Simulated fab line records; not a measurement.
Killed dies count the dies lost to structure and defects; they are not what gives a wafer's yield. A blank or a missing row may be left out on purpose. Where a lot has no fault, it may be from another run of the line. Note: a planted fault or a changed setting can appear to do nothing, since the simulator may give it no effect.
Which tool was responsible? | flow gf180mcu | Sampling: 13 lots, 39 wafers, 3 of 602 route steps

WHAT THE GAUGES SHOWED, per wafer
GF_LVPWELL_OVL_MEAS_07. Usual: LVPWELL_OVL gives -0.3 nm (standard deviation 1.4).
lot  | measured    | on         | LVPWELL_OVL (nm) | flag
L378 | day 4 05:03 | overlay-02 | 1.9 -0.1 0.4     | 
L379 | day 4 07:16 | overlay-02 | -1.2 -1.3 -2.0   | 
L380 | day 4 13:21 | overlay-02 | 0.5 -0.2 1.6     | 
L381 | day 4 19:47 | overlay-01 | 0.2 2.3 -1.2     | 
L383 | day 5 04:47 | overlay-01 | 0.2 0.0 1.4      | 
L385 | day 5 17:04 | overlay-02 | 2.2 0.1 3.1      | 
L386 | day 5 21:52 | overlay-02 | 0.0 -1.5 0.7     | 
L387 | day 6 04:53 | overlay-01 | 1.5 -0.2 -0.2    | 
L388 | day 6 10:32 | overlay-02 | -1.0 0.1 -1.1    | 
L394 | day 7 19:19 | overlay-01 | - - -            | OFF
L397 | day 8 19:58 | overlay-01 | - - -            | OFF
L399 | day 9 03:59 | overlay-01 | -0.8 -0.4 -0.1   | 
L400 | day 9 11:42 | overlay-02 | 0.4 1.3 0.9      | 

GF_SALICIDE_THK_MEAS_05: measures by xrf. Usual: SALICIDE_TIN_THK gives 20.12 nm (standard deviation 0.26).
lot  | measured     | on           | SALICIDE_TIN_THK (nm) | flag
L378 | day 15 15:38 | filmMetro-03 | 20.11 20.38 20.44     | 
L379 | day 15 18:01 | filmMetro-03 | 20.58 20.01 20.36     | 
L380 | day 16 05:29 | filmMetro-04 | 20.55 20.28 20.48     | 
L381 | day 16 16:05 | filmMetro-04 | 19.91 20.34 19.98     | 
L383 | day 17 01:08 | filmMetro-02 | 19.87 19.70 20.14     | 
L385 | day 17 22:54 | filmMetro-02 | 19.65 19.47 19.70     | 
L386 | day 18 01:46 | filmMetro-03 | 19.88 20.21 20.21     | 
L387 | day 18 16:01 | filmMetro-02 | 19.92 19.92 20.10     | 
L388 | day 18 20:10 | filmMetro-03 | 20.32 19.88 19.90     | 
L394 | day 21 04:37 | filmMetro-03 | 20.43 20.16 20.43     | 
L397 | day 22 12:20 | filmMetro-04 | 19.95 20.01 19.80     | 
L399 | day 23 04:01 | filmMetro-02 | 20.29 20.12 20.17     | 
L400 | day 23 13:35 | filmMetro-03 | 19.86 19.62 19.79     | 

EACH LOT AND THE TOOL THAT RAN IT (in order: tool; ch and the chambers of the sampled wafers; start)
lot  | GF_LVPWELL_DEVELOP_06
L378 | lithoTrack-03 ch 0, day 4 04:00
L379 | lithoTrack-04 ch 0, day 4 07:00
L380 | lithoTrack-02 ch 0, day 4 13:00
L381 | lithoTrack-03 ch 0, day 4 19:00
L383 | lithoTrack-04 ch 0, day 5 04:00
L385 | lithoTrack-04 ch 0, day 5 16:00
L386 | lithoTrack-04 ch 0, day 5 21:00
L387 | lithoTrack-02 ch 0, day 6 04:00
L388 | lithoTrack-02 ch 0, day 6 10:00
L394 | lithoTrack-04 ch 0, day 7 19:00
L397 | lithoTrack-04 ch 0, day 8 19:00
L399 | lithoTrack-03 ch 0, day 9 03:00
L400 | lithoTrack-02 ch 0, day 9 11:00
- GF_LVPWELL_DEVELOP_06: develop time 60 s.

WHAT THE TOOLS THEMSELVES READ (means of the sampled wafers that have a number; where no wafer has one, the mark that the record gives instead)
The record holds no such reading with a usual standard deviation.

THE ANSWER, worked out from the rows above alone
Rule: a lot counts as off when the mean over its wafers that have a number is more than 3 standard deviations away from the usual mean. A lot without any number at a reading at which 4 lots or more have one is off too. The other lots that the step has rows for count as sound. The gauges are gone through in route order, then the tools' own readings, and for those a lot's mean is taken as printed above. At the first step where some lot is off, the reading lying furthest off is the one used; lots without a number count as furthest.
Off: L394, L397, at GF_LVPWELL_OVL_MEAS_07 (LVPWELL_OVL). Without a number there: L394, L397.
If a tool, at a process step before that reading, ran all the lots that are off and no sound lot after the first of them, it fits. Gauges at GF_LVPWELL_OVL_MEAS_07: tried the same way as those tools. One fits: GF_LVPWELL_DEVELOP_06 on lithoTrack-04. A fault onset in the window from L386 (day 5 21:00, its last sound lot) to L394 (day 7 19:00, its first lot off) fits.

WHAT THE SIMULATOR HAD PUT IN
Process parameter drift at GF_LVPWELL_DEVELOP_06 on lithoTrack-04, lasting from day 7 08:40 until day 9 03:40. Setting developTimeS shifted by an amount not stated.
Struck lots among those shown: L394, L397. The same result came from the rule above.
